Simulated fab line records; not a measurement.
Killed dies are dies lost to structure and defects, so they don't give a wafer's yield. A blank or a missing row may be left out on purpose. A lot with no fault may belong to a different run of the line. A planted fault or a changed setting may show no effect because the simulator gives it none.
Matching of chambers -- flow sky130 -- SKY_CONTACT_HDPCVD_02 on hdpcvd-01: 3 sister chambers
The step deposits SiO2, target thk 565 nm, time 94.2 s. 6 wafers are shown with their chamber, then 8 later ones without.

== EACH WAFER AND ITS CHAMBER ==
wafer,chamber,run-length-s (s)
L909.1,0,121.9
L909.2,2,121.5
L922.1,0,122.0
L922.3,2,121.9
L922.6,1,122.1
L923.2,1,121.7

== WAFERS MISSING THEIR CHAMBER ==
wafer,run-length-s (s)
L923.4,122.4
L923.6,121.9
L926.1,122.3
L926.4,121.7
L926.5,122.0
L925.1,121.6
L925.2,121.9
L925.4,122.1

== WHICH CHAMBER EACH ONE RAN IN ==
wafer,from the rows above,in truth
L923.4,can't be placed: 0 or 1 or 2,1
L923.6,can't be placed: 1 or 0 or 2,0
L926.1,can't be placed: 0 or 1 or 2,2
L926.4,can't be placed: 2 or 1 or 0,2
L926.5,can't be placed: 0 or 1 or 2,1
L925.1,can't be placed: 2 or 1 or 0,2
L925.2,can't be placed: 1 or 0 or 2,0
L925.4,can't be placed: 0 or 1 or 2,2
0 of 8 placed correctly. From these rows, 8 cannot be placed; in 8 the true chamber is one of the candidates. Number placed wrongly: 0.
How it was worked out, from the rows above alone: a wafer's distance from a chamber is the root of the sum, over the readings, of the square of ((its reading less the chamber's mean) divided by the reading's scatter). If the next closest chamber is less than 2 further off than the closest, the wafer can't be placed; otherwise it belongs to the closest. For every chamber, the mean is computed from those of its wafers that are shown. The scatter is the square root of a quotient: the sum, over the shown wafers, of each reading's squared deviation from its chamber's mean, divided by wafers minus chambers.
